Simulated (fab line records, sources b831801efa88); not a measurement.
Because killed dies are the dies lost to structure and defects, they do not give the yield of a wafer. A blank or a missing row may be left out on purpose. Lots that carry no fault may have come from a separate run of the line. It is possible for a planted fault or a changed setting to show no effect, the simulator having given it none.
Which tool was responsible? ; flow gf180mcu ; 36 wafers from 12 lots sampled at 4 of the route's 602 steps

WHAT THE GAUGES READ, wafer by wafer
GF_HV_LDD_CD_MEAS_19: target cd 400 nm. Usual: cdNm reads 399.7 nm (standard deviation 2.5).
lot;measured;on;cdNm (nm);flag
L592;day 10 14:04;cdSem-01;405.8 404.5 403.1;
L593;day 11 02:39;cdSem-01;398.5 399.7 399.9;
L594;day 11 07:22;cdSem-01;403.9 399.6 402.1;
L595;day 11 16:01;cdSem-01;400.2 398.0 398.8;
L596;day 12 07:48;cdSem-01;402.4 401.4 403.7;
L602;day 13 21:01;cdSem-01;371.9 372.1 373.5;OFF
L603;day 14 09:50;cdSem-02;374.0 371.1 372.7;OFF
L604;day 14 16:16;cdSem-02;372.5 369.5 370.3;OFF
L606;day 15 11:42;cdSem-01;365.4 365.2 366.1;OFF
L609;day 16 05:13;cdSem-02;404.1 403.0 400.9;
L611;day 16 21:10;cdSem-02;399.7 399.5 398.4;
L613;day 17 10:01;cdSem-01;398.3 401.1 400.9;

WHICH TOOL RAN EACH LOT (tool, then ch and the chambers of the sampled wafers, then the start)
lot;GF_POLY_GATE_ETCH_13;GF_POLY_GATE_STRIP_14;GF_HV_LDD_EXPOSE_16
L592;rieSi-01 ch 0,1,2, day 8 23:25;plasmaAsher-03 ch 0,1, day 8 23:31;ilineStepper-01 ch 0, day 10 05:00
L593;rieSi-02 ch 0,1, day 9 13:01;plasmaAsher-04 ch 0,1, day 9 13:06;ilineStepper-02 ch 0, day 10 17:47
L594;rieSi-02 ch 1,2,3, day 9 17:22;plasmaAsher-04 ch 0,1, day 9 17:25;ilineStepper-02 ch 0, day 10 22:41
L595;rieSi-01 ch 0,1,3, day 10 00:49;plasmaAsher-01 ch 0,1, day 10 00:52;ilineStepper-01 ch 0, day 11 06:33
L596;rieSi-01 ch 1,2,3, day 10 16:04;plasmaAsher-01 ch 0,1, day 10 16:07;ilineStepper-02 ch 0, day 11 22:15
L602;rieSi-01 ch 1,2, day 12 02:31;plasmaAsher-04 ch 0,1, day 12 02:37;ilineStepper-01 ch 0, day 13 11:13
L603;rieSi-01 ch 0,1,2, day 12 16:49;plasmaAsher-01 ch 0,1, day 12 16:52;ilineStepper-01 ch 0, day 13 23:55
L604;rieSi-01 ch 1,2, day 12 22:40;plasmaAsher-01 ch 0, day 12 22:43;ilineStepper-01 ch 0, day 14 06:22
L606;rieSi-01 ch 0,1,3, day 13 16:07;plasmaAsher-04 ch 0,1, day 13 16:12;ilineStepper-01 ch 0, day 15 00:50
L609;rieSi-02 ch 0,1, day 14 08:49;plasmaAsher-01 ch 0,1, day 14 08:54;ilineStepper-02 ch 0, day 15 18:14
L611;rieSi-02 ch 1,2, day 15 00:07;plasmaAsher-04 ch 0,1, day 15 00:12;ilineStepper-02 ch 0, day 16 10:16
L613;rieSi-02 ch 0,2,3, day 15 12:13;plasmaAsher-01 ch 0,1, day 15 12:16;ilineStepper-02 ch 0, day 16 23:33
- GF_POLY_GATE_ETCH_13: etches poly-Si in HBr/Cl2, stops on SiO2, target depth 198.5 nm, time 69.6 s.
- GF_POLY_GATE_STRIP_14: strips in O2/N2.
- GF_HV_LDD_EXPOSE_16: exposes mask Pplus LV AREA, target cd 400 nm.

WHAT THE TOOLS THEMSELVES READ (means of the sampled wafers that have a number; where no wafer has one, the mark that the record gives instead)
GF_POLY_GATE_ETCH_13. Usual: drypumpMotorCurrentA 6.0 A, standard deviation 0.52; oesProductAu 0.991 a.u., standard deviation 0.0085; rfFwdPowerW 397.0 W, standard deviation 1.4; throttleValvePct 33.685 %, standard deviation 0.0086.
lot;tool;drypumpMotorCurrentA (A);oesProductAu (a.u.);rfFwdPowerW (W);throttleValvePct (%);flag
L592;rieSi-01;5.9;0.999;396.9;33.686;
L593;rieSi-02;6.0;0.987;397.2;33.693;
L594;rieSi-02;6.4;0.996;397.4;33.683;
L595;rieSi-01;5.6;0.991;397.1;33.675;
L596;rieSi-01;5.8;0.999;398.2;33.687;
L602;rieSi-01;6.2;0.989;397.0;33.685;
L603;rieSi-01;5.9;0.994;396.6;33.679;
L604;rieSi-01;6.2;0.981;396.3;33.681;
L606;rieSi-01;5.6;0.991;398.1;33.678;
L609;rieSi-02;5.9;0.995;397.2;33.678;
L611;rieSi-02;6.4;0.995;398.7;33.679;
L613;rieSi-02;6.4;0.992;396.3;33.681;

GF_POLY_GATE_STRIP_14. Usual: drypumpMotorCurrentA 5.5 A, standard deviation 0.44; heaterPowerW 326 W, standard deviation 25; oesProductAu 0.506 a.u., standard deviation 0.0045.
lot;tool;drypumpMotorCurrentA (A);heaterPowerW (W);oesProductAu (a.u.);flag
L592;plasmaAsher-03;5.6;304;0.505;
L593;plasmaAsher-04;5.1;338;0.506;
L594;plasmaAsher-04;5.2;346;0.509;
L595;plasmaAsher-01;5.8;319;0.505;
L596;plasmaAsher-01;5.6;336;0.506;
L602;plasmaAsher-04;5.2;341;0.507;
L603;plasmaAsher-01;5.8;320;0.504;
L604;plasmaAsher-01;5.3;349;0.507;
L606;plasmaAsher-04;5.1;337;0.502;
L609;plasmaAsher-01;5.8;317;0.503;
L611;plasmaAsher-04;5.1;333;0.505;
L613;plasmaAsher-01;5.6;335;0.507;

GF_HV_LDD_EXPOSE_16. Usual: exposureDoseMJCm2 reads 140.01 (standard deviation 0.15).
lot;tool;exposureDoseMJCm2;flag
L592;ilineStepper-01;139.94;
L593;ilineStepper-02;139.85;
L594;ilineStepper-02;139.76;
L595;ilineStepper-01;140.00;
L596;ilineStepper-02;139.95;
L602;ilineStepper-01;126.80;OFF
L603;ilineStepper-01;126.83;OFF
L604;ilineStepper-01;126.77;OFF
L606;ilineStepper-01;126.74;OFF
L609;ilineStepper-02;139.97;
L611;ilineStepper-02;139.96;
L613;ilineStepper-02;140.16;

THE ANSWER, worked out from the rows above alone
Rule: take the mean of a lot's wafers that have a number; if it is more than 3 standard deviations from the usual mean, the lot is off. Also off: a lot with no number at a reading for which 4 or more lots have one. All remaining lots with rows at the step are treated as sound. The gauges are gone through in route order, then the tools' own readings, and for those a lot's mean is taken as printed above. The first step at which some lot is off is used, and at that step the reading that is off furthest; a lot without a number counts as furthest.
Off: L602, L603, L604, L606, at GF_HV_LDD_CD_MEAS_19 (cdNm).
A tool fits if, at a process step before that reading, it ran every lot that is off, and no sound lot after the first of them. Not tried: the gauges at GF_HV_LDD_CD_MEAS_19; whatever is off there is also off at GF_HV_LDD_EXPOSE_16, on other tools, and gauge error can't account for it. This does not decide it: 2 tools fit, namely rieSi-01 at GF_POLY_GATE_ETCH_13 and ilineStepper-01 at GF_HV_LDD_EXPOSE_16.

WHAT THE SIMULATOR HAD INSERTED
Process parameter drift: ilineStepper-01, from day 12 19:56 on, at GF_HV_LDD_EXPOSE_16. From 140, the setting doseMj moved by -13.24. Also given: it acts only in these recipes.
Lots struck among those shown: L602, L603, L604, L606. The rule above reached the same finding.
